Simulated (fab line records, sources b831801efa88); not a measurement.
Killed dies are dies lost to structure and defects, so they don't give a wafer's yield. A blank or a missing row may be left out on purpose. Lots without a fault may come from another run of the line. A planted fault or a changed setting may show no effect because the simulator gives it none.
Problem report in the 8D (eight disciplines) form, filled by code | flow gf180mcu | the parts of the form that need people (team, actions taken, sign-off) are left out

1. THE PROBLEM
SAB_CVD_00_THK at GF_SAB_THK_MEAS_01 reads a mean of 74.2 nm on 4 wafers of 2 lots; wafers without a fault read 50.0 nm with a standard deviation of 0.77. That is +31 standard deviations from the usual mean.
First seen on wafer L979.2, day 16 13:15, on film_metro-04. The record holds 18 wafers of 6 lots with a number at this step. Rule for "out", or "out of limits": more than 4 standard deviations from the usual mean. The other wafers with a number count as sound.

2. WHAT IT IS AND WHAT IT IS NOT
question                    | is                             | is not
which readings at this step | SAB_CVD_00_THK                 | -
which lots                  | L979, L981                     | L988, L991, L993, L996
which wafers of those lots  | L979.2, L979.6, L981.2, L981.5 | L979.5, L981.3
read on which gauges        | film_metro-02, film_metro-04   | -
when                        | from day 16 13:15              | up to then (1 sound wafer); but 13 sound wafers of L981, L988, L991, L993, L996 came after

3. SUSPECTS, AND WHAT RULES EACH OUT
Counting: a tool at a process step up to the reading stays a suspect if it ran every lot that is out. Sound lots after the first of them don't rule it out here, since some wafers of a struck lot are sound.
- the gauge at GF_SAB_THK_MEAS_01: ruled out. The wafers that are out were read on 2 gauges (film_metro-02, film_metro-04).
- pecvd-02 at GF_SAB_CVD_00 (deposits SiO2 from TEOS, target thk 50 nm, time 4.9302 s): kept. It ran every lot that is out, first L979 (day 16 13:13).
- Within pecvd-02 at GF_SAB_CVD_00: the wafers that are out ran in chamber 0; their sound lot-mates ran in chambers 1, 2.
Left after counting: pecvd-02 at GF_SAB_CVD_00.

4. THE CAUSE (what the simulator had put in)
Process parameter drift: pecvd-02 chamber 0, from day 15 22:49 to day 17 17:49, at GF_SAB_CVD_00. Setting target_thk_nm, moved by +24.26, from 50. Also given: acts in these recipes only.
Counting left only this tool.

5. THE CHAIN OF EFFECTS, in route order
Each row: a reading whose mean over the struck wafers that have a number lies more than 3 standard deviations from the usual. Only readings for which the record gives a usual standard deviation are gone through. hours: the time from each lot's start at the first step in this table that gives one to its start at this step, as a median over the lots. sigmas: the change in usual standard deviations.
hours | step               | reading        | usual   | on struck wafers | change | sigmas
0     | GF_SAB_THK_MEAS_01 | SAB_CVD_00_THK | 50.0 nm | 74.2             | +24.2  | +31
Later measuring or inspecting steps at which every struck wafer that the step has a row for has a number for every such reading, and none has moved that far: GF_SAB_CD_MEAS_09, GF_SAB_OVL_MEAS_10.

6. WHAT WOULD HAVE CAUGHT IT SOONER
In this record the first reading out of limits at a measuring or inspecting step was taken at day 16 13:15, 14 hours after the fault began at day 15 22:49.
Of the tool readings at GF_SAB_CVD_00 for which the record gives a usual standard deviation, none was out on any struck wafer, so an alarm limit of 4 standard deviations on them would not have fired.
Of the lots that are out (2), L981 began GF_SAB_CVD_00 on pecvd-02 after day 16 13:15. A hold on the tool at that time would have spared it.
